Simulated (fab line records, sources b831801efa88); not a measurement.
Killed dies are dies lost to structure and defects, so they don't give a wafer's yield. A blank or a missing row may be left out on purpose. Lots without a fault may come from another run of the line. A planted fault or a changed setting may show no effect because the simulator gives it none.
One fault seen from 2 desks | flow gf180mcu | each desk has only its own numbers; what lay behind them comes last

THE TOOL OWNER'S DESK: furnace-01
The tool's own readings at GF_DUAL_GATE_OXIDATION_02 (stabilise 600 s, purge 300 s, target thk 10.887 nm): means of the sampled wafers that have a number, for each lot that ran on this tool. A lot is out of limits, marked OUT, if its mean lies more than 4 standard deviations from the usual mean; the brackets give that distance.
Columns: A = spike_tc_centre_C at GF_DUAL_GATE_OXIDATION_02, usual 899.8 C; B = spike_tc_lower_C at GF_DUAL_GATE_OXIDATION_02, usual 900.9 C; C = spike_tc_upper_C at GF_DUAL_GATE_OXIDATION_02, usual 899.6 C; D = tube_center_temp_C at GF_DUAL_GATE_OXIDATION_02, usual 900 C; E = tube_center_temp_C_max at GF_DUAL_GATE_OXIDATION_02, usual 902.3
lot  | first seen here | A                | B                | C                | D             | E
L418 | day 7 20:34     | 898.2            | 901.0            | 898.2            | 900           | 901.9
L421 | day 8 18:29     | 899.5            | 900.0            | 900.1            | 900           | 902.5
L426 | day 10 00:31    | 900.4            | 901.4            | 898.6            | 900           | 902.4
L427 | day 10 10:31    | 899.0            | 900.9            | 900.3            | 900           | 902.4
L429 | day 10 20:31    | 899.1            | 899.7            | 899.5            | 900           | 902.4
L430 | day 11 04:37    | 892.8 (-5.4) OUT | 894.6 (-4.5) OUT | 893.3 (-6.3) OUT | 894 (-79) OUT | 896.5 (-16) OUT
L431 | day 11 11:31    | 894.7            | 894.7 (-4.5) OUT | 893.3 (-6.3) OUT | 894 (-80) OUT | 896.8 (-16) OUT
L440 | day 14 02:25    | 898.4            | 900.6            | 900.1            | 900           | 902.0
This desk's finding: out of limits on L430, L431; first on L430, day 11 04:37 (spike_tc_centre_C at GF_DUAL_GATE_OXIDATION_02). In limits: L418, L421, L426, L427, L429, L440.

THE METROLOGY DESK
What the gauges read, lot by lot, whatever tool the lot ran on: means of the sampled wafers that have a number. A lot is out of limits, marked OUT, if its mean lies more than 4 standard deviations from the usual mean; the brackets give that distance.
Columns: A = MVPSD_OVL at GF_MVPSD_OVL_MEAS_07, usual 0.0 nm; B = MVSD_RS at GF_VT_IMPLANT_RS_MEAS_46, usual 456.6 ohm/sq; C = DUAL_GATE_OXIDATION_00_THK at GF_DUAL_GATE_THK_MEAS_03, usual 10.86 nm
lot  | first seen here | A    | B     | C
L418 | day 5 06:07     | -0.2 | 457.3 | 10.99
L420 | day 5 15:14     | -0.1 | 456.2 | 11.02
L421 | day 5 23:41     | 0.5  | 456.4 | 10.77
L425 | day 6 23:30     | -0.8 | 457.5 | 11.10
L426 | day 7 06:11     | 0.1  | 454.9 | 10.73
L427 | day 7 13:42     | 0.1  | 457.6 | 10.74
L429 | day 7 23:14     | -0.5 | 456.5 | 10.62
L430 | day 8 06:09     | -1.5 | 456.2 | 10.11
L431 | day 8 09:21     | 1.1  | 457.1 | 10.02 (-4.2) OUT
L432 | day 8 17:47     | 0.8  | 455.8 | 10.72
L439 | day 10 12:41    | 1.1  | 458.4 | 11.07
L440 | day 10 17:48    | 1.8  | 456.4 | 10.65
This desk's finding: out of limits on L431; first on L431, day 11 12:58 (DUAL_GATE_OXIDATION_00_THK at GF_DUAL_GATE_THK_MEAS_03). In limits: L418, L420, L421, L425, L426, L427, L429, L430, L432, L439, L440.

PUT TOGETHER
The tool owner's desk could have raised an alarm at day 11 04:37, on L430, L431.
The metrology desk could have raised an alarm at day 11 12:58, on L431.
The metrology desk has L430 on record, within its limits.
Of the lots named, all ran GF_DUAL_GATE_OXIDATION_02 on furnace-01.

WHAT THE SIMULATOR HAD PUT IN
Process parameter drift: furnace-01, from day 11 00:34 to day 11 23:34, at GF_DUAL_GATE_OXIDATION_02. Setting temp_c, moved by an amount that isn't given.
Lots struck among those shown: L430, L431.
Hours from the fault's start to each desk's first reading out of limits: the tool owner's desk, 4; the metrology desk, 12.
